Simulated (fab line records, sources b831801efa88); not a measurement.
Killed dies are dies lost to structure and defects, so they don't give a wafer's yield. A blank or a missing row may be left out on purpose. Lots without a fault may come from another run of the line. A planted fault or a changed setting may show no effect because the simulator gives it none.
A struck lot beside a sound one | flow sky130 | 16 steps out of a route of 708
Sound: wafers L826.2, L826.3, L826.4. Struck: wafer L822.2. (L822.1, L822.6 of the same lot were not struck and are left out.) The cause comes at the end.
At each step with rows: each side's tool, then ch and its chambers, then its first start. Under that, the readings that differ: sound wafers | struck wafers | difference of the means | sigmas: that difference in standard deviations of wafers without a fault.
alike: readings whose means differ by less than 2 such deviations, and words and numbers that are the same on both sides. not compared: withheld readings, readings that some wafer has no value for, bounds like >300 that may hide the same value, and numbers for which the record gives no deviation and whose values overlap.
The two part at a step that has a row with sigmas, a row that says differs or no value, or rows on one side only. Numbers that don't overlap but have no deviation are shown without sigmas and don't part them. A reading that every wafer of one side lacks parts them only if that side has two wafers or more.

first, 3 steps without rows for these wafers: SKY_METAL2_EXPOSE_12 (exposes mask MM2, target cd 140 nm); SKY_METAL2_PEB_13; SKY_METAL2_DEVELOP_14 (develop time 60 s).
SKY_METAL2_CD_MEAS_15: target cd 140 nm.
  sound on cd_sem-01, day 41 16:25; struck on cd_sem-01, day 40 17:14
  alike: cd_nm
SKY_METAL2_OVL_MEAS_16:
  sound on overlay-01, day 41 16:31; struck on overlay-01, day 40 17:22
  alike: METAL2_OVL
SKY_METAL2_DESCUM_17: chemistry O2, time 8 s.
  sound on rie_metal-03 ch 0,1, day 41 16:33; struck on rie_metal-03 ch 1, day 40 17:24
  reading               | sound             | struck | difference | sigmas
  oes_product_au (a.u.) | 1.032 1.019 0.996 | 0.994  | -0.022     | -2
  alike: drypump_motor_current_A, temp_c
  not compared: rf_hours_counter_h
SKY_METAL2_ETCH_18: etches BARC in N2/H2, stops on SiO2, time 45.9 s, target depth 60 nm.
  sound on rie_metal-03 ch 0,1, day 41 16:35; struck on rie_metal-03 ch 1, day 40 17:26
  alike: drypump_motor_current_A, oes_product_au, throttle_valve_pct
  not compared: rf_hours_counter_h
SKY_METAL2_METAL_ETCH_19: etches the open film in Cl2/BCl3, stops on SiO2, target depth 360 nm, time 78 s.
  sound on rie_metal-03 ch 0,1, day 41 16:38; struck on rie_metal-03 ch 1, day 40 17:29
  alike: drypump_motor_current_A, oes_product_au, throttle_valve_pct
  not compared: rf_hours_counter_h
SKY_METAL2_STRIP_20: strips in O2/N2.
  sound on plasma_asher-04 ch 0,1, day 41 16:44; struck on plasma_asher-01 ch 0, day 40 17:35
  reading               | sound             | struck | difference | sigmas
  oes_product_au (a.u.) | 0.334 0.333 0.341 | 0.351  | +0.015     | +3
  alike: drypump_motor_current_A, strip_time_to_endpoint_s
  not compared: rf_hours_counter_h
then, 3 steps without rows for these wafers: SKY_METAL2_STRIP_21 (strips in post etch residue remover, time 1200 s); SKY_METAL2_CLEAN_22 (cleans in IPA, time 180 s); SKY_METAL2_CLEAN_23 (cleans in O3/DIW).
SKY_VIA2_HDPCVD_00: deposits SiO2, target thk 1180 nm, time 196.7 s.
  sound on hdpcvd-01 ch 0,1, day 41 17:19; struck on hdpcvd-02 ch 1, day 40 18:11
  reading                                  | sound          | struck | difference | sigmas
  model.SiO2_of_VIA2_HDPCVD_00.thk_nm (nm) | 1159 1174 1180 | 2180   | +1009      |
SKY_VIA2_THK_MEAS_01:
  sound on film_metro-04, day 41 17:28; struck on film_metro-03, day 40 18:18
  reading              | sound          | struck | difference | sigmas
  VIA2_HDPCVD_THK (nm) | 1159 1174 1179 | 2180   | +1009      | +92
SKY_VIA2_CMP_02: polishes SiO2.
  sound on cmp-02 ch 1,2,3, day 41 17:34; struck on cmp-02 ch 1, day 40 18:25
  alike: motor_current_A, platen_rpm
-- the record jumps here: 9 days lie between the struck wafers' starts before and after (it left off in module VIA2 and takes up again in module PAD_OPEN, whose first step shown is number 708 of the route) --
SKY_PAD_OPEN_PROBE_99:
  sound on prober-01, day 50 18:58; struck on prober-01, day 50 04:11
  reading                  | sound          | struck | difference | sigmas
  defect_limited_yield (%) | 82.7 84.1 87.6 | 77.2   | -7.6       | -3
  killed_at_M0_to_M3       | 45 39 33       | 61     | +22        | +3
  killed_dies              | 85 78 61       | 112    | +37        | +3
  killed_open              | 52 43 34       | 66     | +23        | +3
  killed_short             | 33 34 27       | 46     | +15        | +2
  sort_bin_3_pad_short (%) | 0.2 1.2 0.4    | 1.6    | +1.0       | +2
  sort_bin_5_function (%)  | 10.4 9.3 6.7   | 13.0   | +4.2       | +2
  sort_n_pass              | 407 414 431    | 380    | -37        | -3
  sort_yield_pct (%)       | 82.7 84.1 87.6 | 77.2   | -7.6       | -3
  alike: killed_at_M4_up, killed_at_contacts, killed_at_front_end, killed_at_other, sort_bin_6_memory

WHERE THEY PART
First at SKY_METAL2_DESCUM_17; last, within this record, at SKY_PAD_OPEN_PROBE_99.

WHY: what the simulator had put in
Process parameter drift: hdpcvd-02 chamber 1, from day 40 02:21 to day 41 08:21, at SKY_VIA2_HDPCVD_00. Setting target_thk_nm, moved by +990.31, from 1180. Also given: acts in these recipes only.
